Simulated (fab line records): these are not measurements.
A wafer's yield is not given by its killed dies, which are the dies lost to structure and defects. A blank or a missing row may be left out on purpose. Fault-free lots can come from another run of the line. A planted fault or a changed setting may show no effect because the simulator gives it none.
The tool behind it: which one? :: flow gf180mcu :: Sampling: 6 lots, 18 wafers, 5 of 602 route steps

== WHAT THE GAUGES SHOWED, per wafer ==
GF_V3_THK_MEAS_01.
lot: L274
measured: day 23 08:30
on: filmMetro-03
V3_CVD_00_THK (nm): 600 609 603

lot: L276
measured: day 24 04:01
on: filmMetro-01
V3_CVD_00_THK (nm): 299 307 306 299 307 305

lot: L282
measured: day 26 01:47
on: filmMetro-03
V3_CVD_00_THK (nm): 604 603 598

lot: L285
measured: day 26 19:33
on: filmMetro-01
V3_CVD_00_THK (nm): 611 609 602

lot: L289
measured: day 28 02:27
on: filmMetro-03
V3_CVD_00_THK (nm): 606 600 599

lot: L292
measured: day 28 20:44
on: filmMetro-03
V3_CVD_00_THK (nm): 595 591 599

== WHAT TOOL EACH LOT RAN ON (gives the tool, then ch and the chambers of the sampled wafers, and finally the start) ==
lot: L274
GF_V2_ETCH_16: rieDiel-02 ch 2,3, day 22 06:51
GF_M3_SPUTTER_00: pvdSputter-01, day 22 08:13
GF_M3_SPUTTER_01: pvdSputter-01, day 22 08:19
GF_V3_CVD_00: hdpcvd-01 ch 0,1,2, day 23 08:25

lot: L276
GF_V2_ETCH_16: rieDiel-04 ch 1,2,3, day 23 03:12
GF_M3_SPUTTER_00: pvdSputter-03, day 23 04:34
GF_M3_SPUTTER_01: pvdSputter-03, day 23 04:40
GF_V3_CVD_00: hdpcvd-01 ch 1,2, day 24 03:56

lot: L282
GF_V2_ETCH_16: rieDiel-04 ch 3, day 25 01:57
GF_M3_SPUTTER_00: pvdSputter-02, day 25 03:25
GF_M3_SPUTTER_01: pvdSputter-02, day 25 03:31
GF_V3_CVD_00: hdpcvd-02 ch 0,1, day 26 01:40

lot: L285
GF_V2_ETCH_16: rieDiel-02 ch 0,1,3, day 25 19:59
GF_M3_SPUTTER_00: pvdSputter-02, day 25 21:34
GF_M3_SPUTTER_01: pvdSputter-02, day 25 21:40
GF_V3_CVD_00: hdpcvd-02 ch 0,1,2, day 26 19:29

lot: L289
GF_V2_ETCH_16: rieDiel-02 ch 0,1, day 27 03:28
GF_M3_SPUTTER_00: pvdSputter-03, day 27 04:50
GF_M3_SPUTTER_01: pvdSputter-03, day 27 04:56
GF_V3_CVD_00: hdpcvd-01 ch 1,2, day 28 02:23

lot: L292
GF_V2_ETCH_16: rieDiel-02 ch 0,2, day 27 22:58
GF_M3_SPUTTER_00: pvdSputter-01, day 28 00:28
GF_M3_SPUTTER_01: pvdSputter-01, day 28 00:34
GF_V3_CVD_00: hdpcvd-01 ch 0,1,2, day 28 20:40
- GF_V2_ETCH_16: etches BARC in N2/H2.
- GF_M3_SPUTTER_00: material Ti, target thk 37.5 nm, time 150 s.
- GF_M3_SPUTTER_01: material TiN, target thk 30 nm, time 25 s.
- GF_V3_CVD_00: deposits SiO2, target thk 600 nm, time 100 s.

== THE ANSWER, worked out from the rows above alone ==
Rule: the lots themselves supply what counts as usual. Put in order of their means at a reading, lots are off if they are a third of the lots or fewer, leave a main group of 4 or more, and stand apart from it by a gap of 3 or more times the standard deviation of the main group's means; of several such gaps the widest counts. The tables above print the reading to a certain number of digits; a main group whose means all agree to those digits is not used. Also off: a lot with no number at a reading for which 4 or more lots have one. Any other lot the step has rows for is counted as sound.
Off: at GF_V3_THK_MEAS_01 (V3_CVD_00_THK), L276. For the main group the mean is 602 nm and the standard deviation 4.
If a tool, at a process step before that reading, ran all the lots that are off and no sound lot after the first of them, it fits. Gauges at GF_V3_THK_MEAS_01: tried the same way as those tools. Of those tried, none fits.

== WHAT HAD BEEN PUT IN BY THE SIMULATOR ==
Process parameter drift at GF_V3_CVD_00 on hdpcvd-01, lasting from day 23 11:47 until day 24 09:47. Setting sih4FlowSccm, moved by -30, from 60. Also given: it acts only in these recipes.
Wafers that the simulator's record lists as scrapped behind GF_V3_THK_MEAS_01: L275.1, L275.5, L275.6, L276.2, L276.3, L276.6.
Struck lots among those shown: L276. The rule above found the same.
